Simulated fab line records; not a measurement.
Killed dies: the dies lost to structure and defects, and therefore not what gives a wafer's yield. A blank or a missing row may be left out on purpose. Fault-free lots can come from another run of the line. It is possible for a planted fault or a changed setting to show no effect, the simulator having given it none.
A struck lot beside a sound one | flow gf180mcu | 16 steps out of a route of 602
Sound: the wafers L687.1, L687.4, L687.6. The struck wafers were L693.2, L693.3, L693.5. The cause comes at the end.
For every step that has rows: the tool of each side, followed by ch and its chambers, followed by its first start. Under that, the readings that differ: sound wafers | struck wafers | difference of the means | sigmas: that difference in standard deviations of wafers without a fault.
alike: same words and numbers on both sides, and readings whose means sit less than 2 such deviations apart. not compared: any withheld reading, any reading some wafer has no value for, any bound like >300 that may hide the same value, and any number with overlapping values for which the record gives no deviation.
A row with sigmas, a row that says differs or no value, or rows on one side alone: a step with any of these is where the two part. Numbers that have no deviation but don't overlap get no sigmas and don't part them. A reading that every wafer of one side lacks parts them only if that side has two wafers or more.

GF_POLY_GATE_ETCH_13: etches poly-Si in HBr/Cl2, stops on SiO2, target depth 198.5 nm, time 69.6 s.
  sound on rie_si-01 ch 1,2, day 11 10:05; struck on rie_si-02 ch 0,2,3, day 13 07:14
  alike: drypump_motor_current_A, oes_product_au, throttle_valve_pct
  not compared: rf_hours_counter_h
GF_POLY_GATE_STRIP_14: strips in O2/N2.
  sound on plasma_asher-01 ch 0,1, day 11 10:08; struck on plasma_asher-02 ch 0,1, day 13 07:18
  alike: drypump_motor_current_A, heater_power_w, oes_product_au
  not compared: rf_hours_counter_h
then, 2 steps without rows for these wafers: GF_POLY_GATE_CLEAN_15 (cleans in SC1/SC2, time 150 s); GF_POLY_GATE_OXIDATION_16 (stabilise 600 s, purge 300 s, target thk 4 nm).
GF_POLY_GATE_THK_MEAS_17:
  sound on film_metro-04 at day 11 12:46; struck on film_metro-04 at day 13 08:43
  alike: POLY_GATE_OXIDATION_THK
GF_POLY_GATE_CD_MEAS_18:
  sound on cd_sem-02 at day 11 12:49; struck on cd_sem-02 at day 13 08:47
  alike: cd_nm
then, 6 steps without rows for these wafers: GF_HV_LDD_DEHYDRATE_00 (time 60 s); GF_HV_LDD_HMDS_01 (prime time 60 s); GF_HV_LDD_COAT_02 (resist thk 1000 nm); GF_HV_LDD_SOFTBAKE_03 (time 60 s); GF_HV_LDD_EXPOSE_04 (exposes mask Nplus LV AREA, target cd 400 nm); GF_HV_LDD_PEB_05.
GF_HV_LDD_DEVELOP_06: develop time 60 s.
  sound on litho_track-02 ch 0, day 12 07:04; struck on litho_track-01 ch 0, day 14 04:28
  reading              | sound             | struck            | difference | sigmas
  developer_temp_C (C) | 23.05 22.97 22.91 | 25.16 25.17 25.23 | +2.21      | +23
GF_HV_LDD_CD_MEAS_07: the cd target is 400 nm.
  sound on cd_sem-01 at day 12 07:13; struck on cd_sem-02 at day 14 04:37
  reading    | sound             | struck            | difference | sigmas
  cd_nm (nm) | 400.0 402.0 402.2 | 395.6 396.6 396.4 | -5.2       | -3
GF_HV_LDD_OVL_MEAS_08:
  sound on overlay-02 at day 12 07:20; struck on overlay-02 at day 14 04:43
  alike: HV_LDD_OVL
GF_PASSIVATION_PROBE_99:
  sound wafers here have rows in the record (prober-02, day 31 05:29); struck ones have none

## WHERE THEY PART
Last at GF_PASSIVATION_PROBE_99 as far as this record goes, first at GF_HV_LDD_DEVELOP_06.

WHY: whatever the simulator had introduced
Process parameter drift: litho_track-01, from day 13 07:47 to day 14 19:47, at GF_HV_LDD_DEVELOP_06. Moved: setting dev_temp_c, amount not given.
